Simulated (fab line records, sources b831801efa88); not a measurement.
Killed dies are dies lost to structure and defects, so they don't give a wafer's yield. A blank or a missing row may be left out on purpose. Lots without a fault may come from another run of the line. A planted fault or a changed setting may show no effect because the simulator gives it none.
Tool commonality check | flow sky130 | 10 lots, 30 wafers sampled

WHY IT WAS OPENED
At SKY_SD_N_RS_MEAS_17 the reading SD_P_RS is flagged on 2 of 10 lots. Wafers without a fault read 147.0 ohm/sq, standard deviation 0.36.
Rule: a lot is flagged when every wafer of it that has a number lies more than 4 standard deviations from that mean, or none has a number. The other lots count as sound.

lot  | measured     | on            | SD_P_RS (ohm/sq), wafer by wafer | flag
L831 | day 28 21:40 | film_metro-01 | 147.0 147.1 147.0                |
L833 | day 29 11:35 | film_metro-04 | 147.0 147.6 147.7                |
L836 | day 30 14:44 | film_metro-02 | 146.8 146.5 146.6                |
L838 | day 32 02:23 | film_metro-01 | 147.0 146.9 146.6                |
L840 | day 32 13:05 | film_metro-01 | 146.7 146.7 146.7                |
L845 | day 33 14:47 | film_metro-02 | 152.4 152.5 151.9                | FLAGGED
L846 | day 33 19:08 | film_metro-04 | 152.4 152.3 151.9                | FLAGGED
L847 | day 34 02:14 | film_metro-01 | 146.9 146.6 147.0                |
L852 | day 35 12:11 | film_metro-04 | 146.5 147.1 146.7                |
L853 | day 35 20:23 | film_metro-02 | 146.7 146.6 146.5                |
The numbers of the flagged lots are 152.2 ohm/sq on average: +5.2 ohm/sq against the usual, or +15 standard deviations.

WHICH TOOL RAN EACH LOT
The record holds 4 process steps before the reading, out of a route of 708 steps. In each cell: the tool, then ch and the chambers that the sampled wafers went through, then the start.
lot  | flag    | SKY_LDD_HVN_STRIP_09                 | SKY_POLY_CUT_STRIP_12                | SKY_SD_P_IMPLANT_09             | SKY_SD_P_STRIP_10
L831 |         | plasma_asher-02 ch 0,1, day 21 02:41 | plasma_asher-01 ch 0,1, day 25 02:14 | implanter-03 ch 0, day 26 08:39 | plasma_asher-02 ch 0,1, day 26 08:48
L833 |         | plasma_asher-02 ch 0,1, day 21 19:05 | plasma_asher-03 ch 0,1, day 25 18:13 | implanter-03 ch 0, day 27 00:05 | plasma_asher-04 ch 1, day 27 00:14
L836 |         | plasma_asher-01 ch 0,1, day 23 03:34 | plasma_asher-01 ch 0,1, day 27 00:19 | implanter-04 ch 0, day 28 04:15 | plasma_asher-01 ch 0,1, day 28 04:23
L838 |         | plasma_asher-01 ch 0,1, day 24 18:19 | plasma_asher-01 ch 0,1, day 28 13:31 | implanter-01 ch 0, day 29 18:45 | plasma_asher-04 ch 0,1, day 29 18:54
L840 |         | plasma_asher-04 ch 0,1, day 25 02:29 | plasma_asher-01 ch 0,1, day 29 00:25 | implanter-03 ch 0, day 30 05:08 | plasma_asher-04 ch 0,1, day 30 05:17
L845 | FLAGGED | plasma_asher-02 ch 0,1, day 26 07:22 | plasma_asher-01 ch 0, day 30 02:50   | implanter-03 ch 0, day 31 07:36 | plasma_asher-02 ch 1, day 31 07:44
L846 | FLAGGED | plasma_asher-02 ch 0,1, day 26 15:52 | plasma_asher-01 ch 0,1, day 30 09:20 | implanter-03 ch 0, day 31 13:08 | plasma_asher-02 ch 0,1, day 31 13:15
L847 |         | plasma_asher-01 ch 0,1, day 26 23:53 | plasma_asher-01 ch 0,1, day 30 16:22 | implanter-04 ch 0, day 31 20:15 | plasma_asher-01 ch 0,1, day 31 20:23
L852 |         | plasma_asher-04 ch 1, day 28 13:20   | plasma_asher-03 ch 0,1, day 32 04:32 | implanter-01 ch 0, day 33 06:08 | plasma_asher-02 ch 0,1, day 33 06:15
L853 |         | plasma_asher-02 ch 0,1, day 28 22:37 | plasma_asher-03 ch 1, day 32 12:50   | implanter-04 ch 0, day 33 14:48 | plasma_asher-04 ch 0,1, day 33 14:57
What these steps do:
- SKY_LDD_HVN_STRIP_09: strips in O2/N2.
- SKY_POLY_CUT_STRIP_12: strips in O2/N2.
- SKY_SD_P_IMPLANT_09
- SKY_SD_P_STRIP_10: strips in O2/N2.
- SKY_SD_N_RS_MEAS_17: measures by four-point-probe.

FLAGGED OVER TOTAL, TOOL BY TOOL (the gauges that took the reading come last)
step                  | tool            | lots run | flagged | share of the flagged lots | sound lots run after its first flagged lot
SKY_LDD_HVN_STRIP_09  | plasma_asher-01 | 3        | 0       | none                      | -
SKY_LDD_HVN_STRIP_09  | plasma_asher-02 | 5        | 2       | all                       | 1 (L853)
SKY_LDD_HVN_STRIP_09  | plasma_asher-04 | 2        | 0       | none                      | -
SKY_POLY_CUT_STRIP_12 | plasma_asher-01 | 7        | 2       | all                       | 1 (L847)
SKY_POLY_CUT_STRIP_12 | plasma_asher-03 | 3        | 0       | none                      | -
SKY_SD_P_IMPLANT_09   | implanter-01    | 2        | 0       | none                      | -
SKY_SD_P_IMPLANT_09   | implanter-03    | 5        | 2       | all                       | 0
SKY_SD_P_IMPLANT_09   | implanter-04    | 3        | 0       | none                      | -
SKY_SD_P_STRIP_10     | plasma_asher-01 | 2        | 0       | none                      | -
SKY_SD_P_STRIP_10     | plasma_asher-02 | 4        | 2       | all                       | 1 (L852)
SKY_SD_P_STRIP_10     | plasma_asher-04 | 4        | 0       | none                      | -
SKY_SD_N_RS_MEAS_17   | film_metro-01   | 4        | 0       | none                      | -
SKY_SD_N_RS_MEAS_17   | film_metro-02   | 3        | 1       | some                      | 1 (L853)
SKY_SD_N_RS_MEAS_17   | film_metro-04   | 3        | 1       | some                      | 1 (L852)

WHAT THE TABLE ALLOWS
4 rows of the table ran every flagged lot: plasma_asher-02 at SKY_LDD_HVN_STRIP_09, plasma_asher-01 at SKY_POLY_CUT_STRIP_12, implanter-03 at SKY_SD_P_IMPLANT_09, plasma_asher-02 at SKY_SD_P_STRIP_10.
- plasma_asher-02 at SKY_LDD_HVN_STRIP_09: 2 of its 5 lots flagged. Sound lots ran on it after the first flagged one (L853), which a lasting fault on the whole tool wouldn't allow.
- plasma_asher-01 at SKY_POLY_CUT_STRIP_12: 2 of its 7 lots flagged. Sound lots ran on it after the first flagged one (L847), which a lasting fault on the whole tool wouldn't allow.
- implanter-03 at SKY_SD_P_IMPLANT_09: 2 of its 5 lots flagged. Its last sound lot is L840 (day 30 05:08), its first flagged lot L845 (day 31 07:36): a fault that began between those two fits. Its own readings lie more than 4 standard deviations out on every wafer of the flagged lots: beam_energy_keV.
- plasma_asher-02 at SKY_SD_P_STRIP_10: 2 of its 4 lots flagged. Sound lots ran on it after the first flagged one (L852), which a lasting fault on the whole tool wouldn't allow.
One tool is left: implanter-03 at SKY_SD_P_IMPLANT_09.

WHAT THE SIMULATOR HAD PUT IN
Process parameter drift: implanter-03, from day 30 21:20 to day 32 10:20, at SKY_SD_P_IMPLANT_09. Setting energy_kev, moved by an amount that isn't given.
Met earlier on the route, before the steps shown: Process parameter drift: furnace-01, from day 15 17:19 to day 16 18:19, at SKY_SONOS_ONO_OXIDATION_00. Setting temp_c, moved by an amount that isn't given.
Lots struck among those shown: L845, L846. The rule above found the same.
